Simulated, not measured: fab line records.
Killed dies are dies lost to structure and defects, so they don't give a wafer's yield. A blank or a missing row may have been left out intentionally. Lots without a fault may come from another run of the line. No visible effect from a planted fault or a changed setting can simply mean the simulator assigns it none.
fab line records    flow sky130
record: lots: 11  wafers: 30  last_day: 50
route steps=708 shown METAL4@629 VIA4@657 METAL5@664 PAD_OPEN@708
lots that met no fault: taken from a fault-free run of the same line
start_h: the number of hours between the record's first day and the start of the first shown wafer of the lot    wait_h: hours from the lot's prior step to this one    " identical to the entry in the row above    L1.1+2: one row covering several wafers at once    - either no value or no given start    * or withheld: withheld    < > ~ a bound
route shown NAME@n: NAME is a module with steps in the file, n the number in the route of the first one    usual: mean/standard deviation taken from wafers without a fault    same: alike in all rows    chamber/n: place in a boat    sites: readings site by site    _std_site: standard deviation across them    _edge_site: inner sites' mean taken away from outer sites' mean    radius_mm: for every site, how far away it sits from the centre of the wafer    mask NAME#n: copy n    behind: the tool/chamber that last shaped the wafer    hold: why the lot was held/for how many hours/how that ended    device: names the non-switching transistor (n, p or np)    end of line: at the end of the route, the tests of the same wafers    for a step that has no rows: nothing shown but its recipe    killed: at the first sort, the dies lost to defects and structure; wafer yield is something else    map: per-die view of a wafer (x killed, . not killed, _ where there is no die)
set.NAME: the setting as run; set.NAME@STEP: as run at that earlier step    model.NAME: the simulator's own value behind a step, which no gauge read
one table for each step of the route and one row for each wafer, over a sample of lots
services: from which hour (start_h, from the record's first day; less than 0 if before it) a tool's chamber was out of use, for how many hours, and why
== steps ==
step: SKY_METAL4_CD_MEAS_13
recipe: target_cd_nm: 300
usual: cd_nm: 299.9/1.4
lot.wafer  tool       chamber  start_h  wait_h  cd_nm
L566.1     cd_sem-01  -        990.40   -       299.9
L566.2     "          -        "        "       300.4
L566.3     "          -        "        "       300.9
L570.2     cd_sem-02  -        1026.75  -       298.2
L570.3     "          -        "        "       297.3
L570.4     "          -        "        "       298.1
L571.3     cd_sem-02  -        1029.34  -       297.8
L571.4     "          -        "        "       298.5
L571.5     "          -        "        "       298.2
L569.1     cd_sem-01  -        1031.33  -       298.0
L569.3     "          -        "        "       298.7
L569.5     "          -        "        "       299.2
L572.3     cd_sem-02  -        1040.64  -       299.5
L572.4     "          -        "        "       297.7
L572.5     "          -        "        "       298.9
L574.2     cd_sem-02  -        1059.35  -       300.7
L574.3     "          -        "        "       300.1
L574.5     "          -        "        "       300.8
L576.4     cd_sem-01  -        1066.69  -       300.4
L576.5     "          -        "        "       302.0
L576.6     "          -        "        "       300.3
L579.2     cd_sem-02  -        1079.70  -       301.5
L579.3     "          -        "        "       302.1
L582.2     cd_sem-01  -        1091.42  -       300.2
L582.3     "          -        "        "       301.2
L583.2     cd_sem-01  -        1105.20  -       299.9
L583.4     "          -        "        "       299.4
L586.2     cd_sem-02  -        1119.05  -       302.5
L586.3     "          -        "        "       301.1
L586.4     "          -        "        "       301.1
step: SKY_METAL4_OVL_MEAS_14
usual: METAL4_OVL: -2/5.2
lot.wafer  tool        chamber  start_h  wait_h  METAL4_OVL[nm]
L566.1     overlay-01  -        990.52   0.1     4
L566.2     "           -        "        "       -4
L566.3     "           -        "        "       -2
L570.2     overlay-01  -        1026.85  0.1     -6
L570.3     "           -        "        "       -2
L570.4     "           -        "        "       -7
L571.3     overlay-01  -        1029.43  0.1     -8
L571.4     "           -        "        "       4
L571.5     "           -        "        "       1
L569.1     overlay-01  -        1031.45  0.1     -1
L569.3     "           -        "        "       8
L569.5     "           -        "        "       0
L572.3     overlay-02  -        1040.73  0.1     -2
L572.4     "           -        "        "       -5
L572.5     "           -        "        "       3
L574.2     overlay-01  -        1059.46  0.1     3
L574.3     "           -        "        "       -3
L574.5     "           -        "        "       -1
L576.4     overlay-02  -        1066.77  0.1     -10
L576.5     "           -        "        "       -6
L576.6     "           -        "        "       -10
L579.2     overlay-01  -        1079.81  0.1     -4
L579.3     "           -        "        "       -7
L582.2     overlay-01  -        1091.52  0.1     4
L582.3     "           -        "        "       1
L583.2     overlay-01  -        1105.31  0.1     3
L583.4     "           -        "        "       -5
L586.2     overlay-02  -        1119.15  0.1     7
L586.3     "           -        "        "       6
L586.4     "           -        "        "       0
step: SKY_VIA4_CVD_18
recipe: material: W  target_thk_nm: 505  time_s: 152.14  temp_c: 400  pressure_torr: 40
usual: heater_power_w: 816/47
lot.wafer  tool      chamber  start_h  wait_h  heater_power_w
L566.1     cvd_w-02  1        1015.62  0.0     809
L566.2     "         0        "        "       885
L566.3     "         0        "        "       864
L570.2     cvd_w-01  0        1050.97  0.0     755
L570.3     "         0        "        "       753
L570.4     "         1        "        "       786
L571.3     cvd_w-01  0        1054.22  0.1     780
L571.4     "         1        "        "       762
L571.5     "         0        "        "       766
L569.1     cvd_w-02  1        1056.72  0.0     811
L569.3     "         0        "        "       879
L569.5     "         0        "        "       875
L572.3     cvd_w-02  1        1064.69  0.1     824
L572.4     "         0        "        "       894
L572.5     "         1        "        "       808
L574.2     cvd_w-01  1        1082.69  0.0     764
L574.3     "         1        "        "       762
L574.5     "         0        "        "       768
L576.4     cvd_w-02  1        1090.82  0.1     801
L576.5     "         1        "        "       816
L576.6     "         0        "        "       904
L579.2     cvd_w-02  1        1101.90  0.0     774
L579.3     "         1        "        "       817
L582.2     cvd_w-02  1        1114.19  0.0     801
L582.3     "         0        "        "       908
L583.2     cvd_w-02  1        1127.40  0.0     797
L583.4     "         1        "        "       811
L586.2     cvd_w-01  0        1141.11  0.0     771
L586.3     "         0        "        "       782
L586.4     "         1        "        "       776
step: SKY_VIA4_RS_MEAS_19
recipe: thk_meas_gauge: four-point-probe  reads: W_of_VIA4_CVD_18+TiN_of_VIA4_SPUTTER_17
usual: VIA4_W_RS: 0.2283/0.0024
lot.wafer  tool           chamber  start_h  wait_h  VIA4_W_RS[ohm/sq]
L566.1     film_metro-04  -        1015.77  0.1     0.2264
L566.2     "              -        "        "       0.2285
L566.3     "              -        "        "       0.2290
L570.2     film_metro-04  -        1051.14  0.1     0.2276
L570.3     "              -        "        "       0.2277
L570.4     "              -        "        "       0.2245
L571.3     film_metro-04  -        1054.36  0.1     0.2319
L571.4     "              -        "        "       0.2292
L571.5     "              -        "        "       0.2332
L569.1     film_metro-03  -        1056.87  0.1     0.2254
L569.3     "              -        "        "       0.2273
L569.5     "              -        "        "       0.2303
L572.3     film_metro-04  -        1064.84  0.1     0.2238
L572.4     "              -        "        "       0.2238
L572.5     "              -        "        "       0.2234
L574.2     film_metro-03  -        1082.86  0.1     0.2273
L574.3     "              -        "        "       0.2254
L574.5     "              -        "        "       0.2292
L576.4     film_metro-03  -        1090.98  0.1     0.2247
L576.5     "              -        "        "       0.2260
L576.6     "              -        "        "       0.2278
L579.2     film_metro-01  -        1102.07  0.1     0.5423
L579.3     "              -        "        "       0.2308
L582.2     film_metro-03  -        1114.36  0.1     0.5342
L582.3     "              -        "        "       0.2277
L583.2     film_metro-04  -        1127.57  0.1     0.5377
L583.4     "              -        "        "       0.2298
L586.2     film_metro-01  -        1141.28  0.1     0.2278
L586.3     "              -        "        "       0.2274
L586.4     "              -        "        "       0.2277
step: SKY_VIA4_THK_MEAS_20
recipe: thk_meas_gauge: xrf  reads: W_of_VIA4_CVD_18
usual: VIA4_W_THK: 501/7
lot.wafer  tool           chamber  start_h  wait_h  VIA4_W_THK[nm]
L566.1     film_metro-04  -        1015.89  0.1     504
L566.2     "              -        "        "       498
L566.3     "              -        "        "       499
L570.2     film_metro-04  -        1051.25  0.1     509
L570.3     "              -        "        "       506
L570.4     "              -        "        "       511
L571.3     film_metro-04  -        1054.46  0.1     495
L571.4     "              -        "        "       505
L571.5     "              -        "        "       496
L569.1     film_metro-03  -        1056.99  0.1     504
L569.3     "              -        "        "       496
L569.5     "              -        "        "       495
L572.3     film_metro-04  -        1064.94  0.1     518
L572.4     "              -        "        "       520
L572.5     "              -        "        "       516
L574.2     film_metro-03  -        1082.97  0.1     501
L574.3     "              -        "        "       503
L574.5     "              -        "        "       496
L576.4     film_metro-03  -        1091.07  0.1     508
L576.5     "              -        "        "       502
L576.6     "              -        "        "       500
L579.2     film_metro-01  -        1102.18  0.1     214
L579.3     "              -        "        "       496
L582.2     film_metro-03  -        1114.47  0.1     215
L582.3     "              -        "        "       497
L583.2     film_metro-04  -        1127.68  0.1     215
L583.4     "              -        "        "       502
L586.2     film_metro-01  -        1141.39  0.1     502
L586.3     "              -        "        "       498
L586.4     "              -        "        "       500
step: SKY_VIA4_CMP_21
recipe: stop_on: SiO2  t_overpolish_s: 25  down_force_psi: 3.5  platen_rpm: 60  target_thk_nm: 0  pad_velocity_m_s: 0.94248
usual: motor_current_A: 11.3/1.1  time_to_endpoint_s: 118/4.3
lot.wafer  tool    chamber  start_h  wait_h  motor_current_A  time_to_endpoint_s
L566.1     cmp-01  1        1015.96  0.1     12.1             115
L566.2     "       2        "        "       13.0             118
L566.3     "       0        "        "       11.8             112
L570.3     cmp-02  0        1051.30  0.0     10.5             119
L570.4     "       1        "        "       10.0             122
L570.2     "       2        "        "       11.2             124
L571.3     cmp-01  0        1054.50  0.0     11.4             111
L571.4     "       3        "        "       12.0             122
L571.5     "       1        "        "       12.0             118
L569.3     cmp-02  0        1057.15  0.1     10.1             115
L569.1     "       1        "        "       9.5              118
L569.5     "       3        "        "       11.8             115
L572.3     cmp-01  1        1065.08  0.1     11.6             119
L572.4     "       2        "        "       12.5             119
L572.5     "       0        "        "       11.6             117
L574.3     cmp-02  3        1083.28  0.3     11.9             114
L574.2     "       2        "        "       11.0             121
L574.5     "       0        "        "       10.4             117
L576.4     cmp-02  1        1091.20  0.1     10.0             117
L576.5     "       3        "        "       12.3             116
L576.6     "       0        "        "       10.4             115
L579.2     cmp-02  2        1102.23  0.0     10.8             52
L579.3     "       0        "        "       9.8              115
L582.3     cmp-02  0        1115.17  0.7     10.2             115
L582.2     "       1        "        "       9.8              50
L583.2     cmp-02  3        1127.78  0.1     12.1             54
L583.4     "       0        "        "       10.6             118
L586.2     cmp-01  0        1141.60  0.2     11.2             123
L586.4     "       1        "        "       11.5             122
L586.3     "       2        "        "       12.6             125
step: SKY_METAL5_SPUTTER_03
recipe: material: Ti  target_thk_nm: 5  power_w: 3000  time_s: 3.3  chamber_pressure_pa: 0.4
usual: cathode_dc_power_W: 3000.0/0.5  throttle_valve_pct: 30.1/1.1
same: time_s: 3.3
lot.wafer  tool            chamber  start_h  wait_h  cathode_dc_power_W  throttle_valve_pct
L566.1     pvd_sputter-01  -        1016.36  0.0     3000.2              30.5
L566.2     "               -        "        "       2999.5              28.1
L566.3     "               -        "        "       2999.9              30.7
L570.2     pvd_sputter-03  -        1051.70  0.0     3000.3              30.6
L570.3     "               -        "        "       2999.5              31.7
L570.4     "               -        "        "       2999.7              29.8
L571.3     pvd_sputter-01  -        1054.90  0.0     2999.8              29.8
L571.4     "               -        "        "       3000.6              30.7
L571.5     "               -        "        "       3001.1              30.6
L569.1     pvd_sputter-03  -        1057.45  0.0     2999.6              28.5
L569.3     "               -        "        "       3000.6              30.7
L569.5     "               -        "        "       3000.5              29.8
L572.3     pvd_sputter-03  -        1065.37  0.0     2999.8              30.9
L572.4     "               -        "        "       3000.1              28.6
L572.5     "               -        "        "       2999.8              29.7
L574.2     pvd_sputter-03  -        1083.68  0.0     2999.6              31.6
L574.3     "               -        "        "       3000.6              28.7
L574.5     "               -        "        "       3000.0              30.1
L576.4     pvd_sputter-03  -        1091.50  0.0     2999.9              28.9
L576.5     "               -        "        "       2999.1              31.4
L576.6     "               -        "        "       3000.2              29.9
L579.2     pvd_sputter-03  -        1102.63  0.0     3000.2              28.8
L579.3     "               -        "        "       3000.0              31.5
L582.2     pvd_sputter-04  -        1115.47  0.0     3000.1              28.8
L582.3     "               -        "        "       2999.4              31.5
L583.2     pvd_sputter-03  -        1128.13  0.0     3000.0              28.7
L583.4     "               -        "        "       3000.2              30.7
L586.2     pvd_sputter-04  -        1141.95  0.0     3000.4              31.6
L586.3     "               -        "        "       2999.2              28.4
L586.4     "               -        "        "       2999.8              28.6
step: SKY_PAD_OPEN_PROBE_99
usual: defect_limited_yield: 82.3/2  killed_at_M0_to_M3: 44/7.5  killed_at_M4_up: 2.9/1.8  killed_at_contacts: 24/5.1  killed_at_front_end: 16/4.7  killed_at_other: 0.3/0.46  killed_dies: 87/9.9  killed_open: 47/8  killed_short: 39/6.3  sort_bin_3_pad_short: 0.8/0.43  sort_bin_5_function: 10.6/1.6  sort_bin_6_memory: 6.3/1.1  sort_n_pass: 405/9.9  sort_yield_pct: 82.3/2
same: gross_dies: 492  killed_at_back_side: 0  sort_bin_4_leakage[%]: 0  sort_bin_8_speed[%]: 0
lot.wafer  tool       chamber  start_h  wait_h  defect_limited_yield[%]  killed_at_M0_to_M3  killed_at_M4_up  killed_at_contacts  killed_at_front_end  killed_at_other  killed_dies  killed_open  killed_short  sort_bin_3_pad_short[%]  sort_bin_5_function[%]  sort_bin_6_memory[%]  sort_n_pass  sort_yield_pct[%]
L570.2     prober-02  -        1117.35  0.1     83.5                     43                  1                23                  14                   0                81           42           39            1.2                      7.7                     7.5                   411          83.5
L570.3     prober-02  -        1117.40  0.2     85.4                     34                  2                23                  13                   0                72           38           34            0.8                      8.5                     5.3                   420          85.4
L570.4     prober-02  -        1117.45  0.2     84.3                     39                  1                19                  18                   0                77           43           34            0.6                      10.8                    4.3                   415          84.3
L569.1     prober-02  -        1122.50  0.1     83.3                     41                  7                20                  14                   0                82           43           38            0.6                      11.4                    4.7                   410          83.3
L569.5     prober-02  -        1122.70  0.2     79.1                     58                  5                22                  18                   0                103          50           52            1.6                      12.6                    6.7                   389          79.1
L574.2     prober-02  -        1145.30  0.1     81.3                     39                  0                28                  25                   0                92           63           29            0.6                      9.1                     8.9                   400          81.3
L574.3     prober-02  -        1145.35  0.2     81.7                     39                  2                27                  21                   1                90           47           41            1.2                      10.6                    6.5                   402          81.7
L574.5     prober-02  -        1145.45  0.2     81.5                     46                  3                17                  25                   0                91           53           34            0.4                      12.2                    5.9                   401          81.5
L576.4     prober-01  -        1153.47  0.2     81.5                     42                  3                21                  24                   1                91           43           46            1.2                      10.4                    6.9                   401          81.5
L576.5     prober-01  -        1153.52  0.2     78.9                     51                  7                23                  23                   0                104          53           50            0.6                      11.8                    8.7                   388          78.9
L576.6     prober-01  -        1153.57  0.2     85.4                     41                  1                16                  14                   0                72           35           37            0                        9.6                     5.1                   420          85.4
L579.2     prober-02  -        1163.55  0.1     82.3                     48                  5                24                  10                   0                87           41           45            1.4                      10.0                    6.3                   405          82.3
L579.3     prober-02  -        1163.60  0.2     82.1                     52                  7                19                  10                   0                88           59           29            1.0                      11.4                    5.5                   404          82.1
killed by level:class
L570.2 VIA1:geometric_particle:open=10 METAL2:geometric_particle:short=8 LI_CONTACT:geometric_particle:open=7 VIA2:geometric_particle:open=7 CONTACT:geometric_particle:open=6 FIELD_ISO:geometric_particle:open=5 LOCAL_INTERCONNECT:geometric_particle:short=5 FIELD_ISO:geometric_particle:short=4
L570.3 CONTACT:geometric_particle:open=10 LI_CONTACT:geometric_particle:open=5 VIA2:geometric_particle:open=5 FIELD_ISO:geometric_particle:open=4 VIA2:geometric_particle:short=4 VIA1:geometric_particle:open=4 METAL2:geometric_particle:short=4 VIA3:geometric_particle:short=4
L570.4 VIA1:geometric_particle:open=11 METAL2:geometric_particle:short=7 VIA3:geometric_particle:open=7 FIELD_ISO:geometric_particle:open=6 CONTACT:geometric_particle:open=6 FIELD_ISO:geometric_particle:short=5 LI_CONTACT:geometric_particle:short=5 POLY_GATE:geometric_particle:open=3
L569.1 VIA1:geometric_particle:short=8 CONTACT:geometric_particle:open=7 METAL2:geometric_particle:short=7 LI_CONTACT:geometric_particle:open=6 VIA3:geometric_particle:open=6 VIA2:geometric_particle:open=6 METAL4:geometric_particle:short=6 FIELD_ISO:geometric_particle:open=4
L569.5 VIA1:geometric_particle:open=15 VIA2:geometric_particle:open=14 METAL2:geometric_particle:short=11 POLY_GATE:geometric_particle:short=6 FIELD_ISO:geometric_particle:short=5 LI_CONTACT:geometric_particle:short=5 LI_CONTACT:geometric_particle:open=5 METAL1:geometric_particle:short=5
L574.2 VIA1:geometric_particle:open=14 CONTACT:geometric_particle:open=12 VIA3:geometric_particle:open=10 LI_CONTACT:geometric_particle:open=7 POLY_GATE:geometric_particle:short=6 SPACER:geometric_particle:open=6 POLY_GATE:geometric_particle:open=5 VIA2:geometric_particle:open=5
L574.3 CONTACT:geometric_particle:open=11 VIA1:geometric_particle:open=9 VIA3:geometric_particle:open=8 METAL1:geometric_particle:short=7 POLY_GATE:geometric_particle:open=6 LI_CONTACT:geometric_particle:open=6 FIELD_ISO:geometric_particle:short=5 LOCAL_INTERCONNECT:geometric_particle:short=4
L574.5 VIA1:geometric_particle:open=15 POLY_GATE:geometric_particle:open=9 VIA2:geometric_particle:open=7 VIA3:geometric_particle:open=7 LI_CONTACT:geometric_particle:open=6 CONTACT:geometric_particle:short=5 VIA1:geometric_particle:short=4 FIELD_ISO:geometric_particle:open=3
L576.4 VIA1:geometric_particle:open=9 CONTACT:geometric_particle:open=8 VIA2:geometric_particle:open=8 POLY_GATE:geometric_particle:short=7 POLY_GATE:geometric_particle:open=6 VIA1:geometric_particle:short=5 METAL1:geometric_particle:short=5 METAL2:geometric_particle:short=4
L576.5 VIA1:geometric_particle:open=14 METAL1:geometric_particle:short=10 CONTACT:geometric_particle:open=10 FIELD_ISO:geometric_particle:open=8 FIELD_ISO:geometric_particle:short=6 VIA1:geometric_particle:short=6 LI_CONTACT:geometric_particle:open=6 VIA2:geometric_particle:open=6
L576.6 METAL2:geometric_particle:short=7 METAL1:geometric_particle:short=7 VIA1:geometric_particle:open=6 VIA3:geometric_particle:open=5 POLY_GATE:geometric_particle:open=4 LI_CONTACT:geometric_particle:open=4 LOCAL_INTERCONNECT:geometric_particle:short=4 CONTACT:geometric_particle:open=4
L579.2 LOCAL_INTERCONNECT:geometric_particle:short=7 METAL1:geometric_particle:short=7 VIA1:geometric_particle:open=7 LI_CONTACT:geometric_particle:open=5 METAL3:geometric_particle:short=5 VIA3:geometric_particle:short=5 METAL1:geometric_particle:open=5 VIA2:geometric_particle:open=5
L579.3 VIA1:geometric_particle:open=13 LI_CONTACT:geometric_particle:open=8 VIA3:geometric_particle:open=8 VIA2:geometric_particle:open=7 METAL4:geometric_particle:short=5 CONTACT:geometric_particle:open=4 METAL1:geometric_particle:short=4 METAL3:geometric_particle:short=4
== services ==
tool            chamber  start_h  hours  kind
cmp-02          -        992.92   11.0   repair
pvd_sputter-03  -        999.96   16.8   repair
cvd_w-01        1        1033.00  10.3   repair
cmp-02          -        1035.19  0.7    repair
cmp-01          -        1050.56  2.3    repair
cvd_w-01        -        1061.72  2.3    repair
cmp-02          -        1064.55  3.8    repair
pvd_sputter-03  1        1068.82  -      consumable_replace:kit
pvd_sputter-03  1        1068.82  18.0   scheduled_down
pvd_sputter-03  1        1068.82  18.0   vent_cycle
cmp-01          -        1080.22  4.8    pm
pvd_sputter-01  1        1083.67  -      consumable_replace:kit
cmp-02          -        1084.35  4.0    pm
cmp-02          -        1088.35  -      consumable_replace:conditioner
cmp-02          -        1088.35  -      consumable_replace:pad
cmp-02          -        1104.86  0.5    repair
cmp-01          -        1110.92  4.9    pm
cmp-01          -        1118.39  2.1    repair
pvd_sputter-03  0        1132.56  -      consumable_replace:kit
pvd_sputter-03  0        1132.56  18.0   scheduled_down
pvd_sputter-03  0        1132.56  18.0   vent_cycle
pvd_sputter-04  -        1134.25  5.6    repair
cmp-01          -        1136.99  0.4    repair
cmp-01          -        1141.31  0.2    repair
== key ==
first_sign: step: SKY_VIA4_RS_MEAS_19  reading: VIA4_W_RS  direction: up  sigmas: 99+  usual: 0.2283  struck: 0.5381
effect: step: SKY_VIA4_THK_MEAS_20  reading: VIA4_W_THK  direction: down  sigmas: 41  usual: 501  struck: 215
effect: step: SKY_VIA4_CMP_21  reading: time_to_endpoint_s  direction: down  sigmas: 15  usual: *  struck: *
met_at SKY_VIA4_CVD_18
struck_lots L579,L582,L583
struck_wafers L579.2,L582.2,L583.2
not_acting_at SKY_METAL4_CD_MEAS_13,SKY_METAL4_OVL_MEAS_14,SKY_METAL5_SPUTTER_03
onset_between 1090.82 1101.90
fault: kind: process_parameter_drift  tool: cvd_w-02  chamber: -  onset_h: 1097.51  steps: SKY_VIA4_CVD_18  channel: target_thk_nm  offset: -285  shape: step  end_h: 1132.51  scope: struck_wafers_only  acts_in: these_recipes_only  stated: 505
